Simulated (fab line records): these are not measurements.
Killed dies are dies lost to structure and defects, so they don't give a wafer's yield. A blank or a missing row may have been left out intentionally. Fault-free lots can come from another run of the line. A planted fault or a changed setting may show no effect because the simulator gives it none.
Which tool did it? | flow gf180mcu | 42 wafers from 14 lots sampled at 5 of the route's 602 steps

== WHAT THE GAUGES SHOWED, per wafer ==
GF_STI_CD_MEAS_12: target cd 220 nm. Usual: cd nm reads 220.2 nm (standard deviation 1.3).
lot  | measured    | on        | cd nm (nm)        | flag
L667 | day 2 01:02 | cd sem-02 | 219.7 218.9 220.2 |
L668 | day 2 06:13 | cd sem-02 | 219.8 219.1 219.3 |
L671 | day 3 00:41 | cd sem-01 | 219.6 218.1 219.4 |
L673 | day 3 09:07 | cd sem-02 | 218.5 218.2 218.8 |
L675 | day 3 18:40 | cd sem-01 | 219.1 218.7 219.0 |
L676 | day 3 23:46 | cd sem-02 | 220.2 220.1 219.7 |
L677 | day 4 04:38 | cd sem-01 | 222.0 221.6 221.2 |
L678 | day 4 10:04 | cd sem-01 | 220.9 220.1 221.0 |
L679 | day 4 15:02 | cd sem-02 | 221.3 222.2 221.0 |
L682 | day 5 06:16 | cd sem-01 | 221.7 220.9 220.7 |
L683 | day 5 11:46 | cd sem-02 | 219.8 220.7 221.1 |
L685 | day 5 23:22 | cd sem-02 | 220.8 219.7 220.3 |
L689 | day 6 21:25 | cd sem-02 | 220.3 220.0 220.3 |
L690 | day 7 00:23 | cd sem-01 | 220.9 220.5 220.3 |

GF_VT_IMPLANT_TW_MEAS_32. Usual: VT_IMPLANT_3_TW typically reads 273, with standard deviation 3.7.
lot  | measured     | on            | VT_IMPLANT_3_TW | flag
L667 | day 7 04:34  | film metro-01 | 275 275 274     |
L668 | day 7 12:30  | film metro-02 | 267 267 267     |
L671 | day 8 02:34  | film metro-03 | 272 274 275     |
L673 | day 8 12:33  | film metro-03 | 275 275 274     |
L675 | day 8 22:51  | film metro-03 | 275 275 273     |
L676 | day 9 06:42  | film metro-03 | 277 277 275     |
L677 | day 9 14:28  | film metro-01 | 272 274 274     |
L678 | day 9 22:10  | film metro-01 | 335 337 336     | OFF
L679 | day 10 02:58 | film metro-02 | 264 265 265     |
L682 | day 11 02:10 | film metro-01 | 275 275 274     |
L683 | day 11 06:13 | film metro-03 | 338 338 339     | OFF
L685 | day 11 22:33 | film metro-01 | 275 275 276     |
L689 | day 13 03:21 | film metro-03 | 277 276 276     |
L690 | day 13 05:07 | film metro-01 | 275 275 274     |

GF_VT_IMPLANT_OVL_MEAS_40. Usual: VT_IMPLANT_03_OVL typically reads 0.4 nm, with standard deviation 1.3.
lot  | measured     | on         | VT_IMPLANT_03_OVL (nm) | flag
L667 | day 7 20:25  | overlay-02 | 1.8 1.5 0.7            |
L668 | day 8 04:34  | overlay-01 | 0.4 0.6 1.8            |
L671 | day 8 18:53  | overlay-02 | -1.7 -0.5 1.0          |
L673 | day 9 05:31  | overlay-02 | -0.7 0.4 1.1           |
L675 | day 9 15:58  | overlay-02 | -0.5 1.0 -1.2          |
L676 | day 9 23:49  | overlay-01 | -1.1 0.5 -0.5          |
L677 | day 10 07:34 | overlay-02 | -0.5 1.5 0.5           |
L678 | day 10 14:52 | overlay-02 | 2.8 -0.7 1.1           |
L679 | day 10 20:55 | overlay-02 | 3.5 1.8 0.8            |
L682 | day 11 20:37 | overlay-02 | -0.2 -1.7 0.8          |
L683 | day 12 00:43 | overlay-02 | 1.9 1.9 1.9            |
L685 | day 12 17:43 | overlay-02 | -0.4 -1.1 0.2          |
L689 | day 13 23:16 | overlay-01 | -2.9 -1.3 0.0          |
L690 | day 14 01:19 | overlay-01 | -0.9 -2.3 -1.4         |

GF_PSD_TW_MEAS_11. Usual: PSD_TW typically reads 3177, with standard deviation 48.
lot  | measured     | on            | PSD_TW         | flag
L667 | day 14 12:35 | film metro-02 | 3172 3169 3157 |
L668 | day 15 00:28 | film metro-02 | 3124 3154 3131 |
L671 | day 15 17:11 | film metro-01 | 3241 3256 3225 |
L673 | day 16 10:49 | film metro-02 | 3150 3155 3156 |
L675 | day 16 19:49 | film metro-03 | 3233 3256 3239 |
L676 | day 17 09:58 | film metro-01 | 3240 3267 3249 |
L677 | day 17 17:23 | film metro-02 | 3149 3134 3137 |
L678 | day 18 01:37 | film metro-01 | 3226 3239 3227 |
L679 | day 18 08:50 | film metro-02 | 3137 3143 3135 |
L682 | day 19 20:13 | film metro-02 | 3138 3159 3138 |
L683 | day 20 01:10 | film metro-02 | 3138 3129 3129 |
L685 | day 20 17:55 | film metro-03 | 3234 3245 3232 |
L689 | day 22 05:49 | film metro-02 | 3140 3151 3156 |
L690 | day 22 08:14 | film metro-03 | 3236 3233 3231 |

== TOOL THAT RAN EACH LOT (tool first, then ch and the chambers of the sampled wafers, then the start) ==
lot  | GF_VT_IMPLANT_IMPLANT_30
L667 | implanter-04 ch 0, day 7 04:20
L668 | implanter-04 ch 0, day 7 12:15
L671 | implanter-04 ch 0, day 8 02:20
L673 | implanter-01 ch 0, day 8 12:18
L675 | implanter-01 ch 0, day 8 22:36
L676 | implanter-01 ch 0, day 9 06:27
L677 | implanter-01 ch 0, day 9 14:14
L678 | implanter-03 ch 0, day 9 21:37
L679 | implanter-01 ch 0, day 10 02:43
L682 | implanter-03 ch 0, day 11 01:55
L683 | implanter-01 ch 0, day 11 05:39
L685 | implanter-04 ch 0, day 11 22:18
L689 | implanter-03 ch 0, day 13 03:06
L690 | implanter-04 ch 0, day 13 04:52
- GF_VT_IMPLANT_IMPLANT_30

== AS READ BY THE TOOLS THEMSELVES (means over the sampled wafers that have a number; for cases with no such wafer, the mark the record gives instead) ==
GF_VT_IMPLANT_IMPLANT_30. Usual: beam on s reads 10.01 s (standard deviation 0.19).
lot  | tool         | beam on s (s) | flag
L667 | implanter-04 | 9.89          |
L668 | implanter-04 | 9.81          |
L671 | implanter-04 | 9.98          |
L673 | implanter-01 | 10.12         |
L675 | implanter-01 | 10.05         |
L676 | implanter-01 | 9.95          |
L677 | implanter-01 | 10.16         |
L678 | implanter-03 | 9.99          |
L679 | implanter-01 | 9.80          |
L682 | implanter-03 | 9.80          |
L683 | implanter-01 | 10.01         |
L685 | implanter-04 | 10.09         |
L689 | implanter-03 | 10.00         |
L690 | implanter-04 | 9.97          |

== THE ANSWER, worked out from the rows above alone ==
Rule: lot off if the mean of its wafers having a number is beyond 3 standard deviations from the usual mean. A lot without any number at a reading at which 4 lots or more have one is off too. All remaining lots with rows at the step are treated as sound. The gauges are gone through in route order, then the tools' own readings, and for those a lot's mean is taken as printed above. At the first step where some lot is off, the reading lying furthest off is the one used; lots without a number count as furthest.
Off: L678, L683, seen at GF_VT_IMPLANT_TW_MEAS_32 (VT_IMPLANT_3_TW).
If a tool, at a process step before that reading, ran all the lots that are off and no sound lot after the first of them, it fits. The gauges at GF_VT_IMPLANT_TW_MEAS_32 are tried like those tools. Not one of the candidates tried fits.

== WHAT THE SIMULATOR PUT IN ==
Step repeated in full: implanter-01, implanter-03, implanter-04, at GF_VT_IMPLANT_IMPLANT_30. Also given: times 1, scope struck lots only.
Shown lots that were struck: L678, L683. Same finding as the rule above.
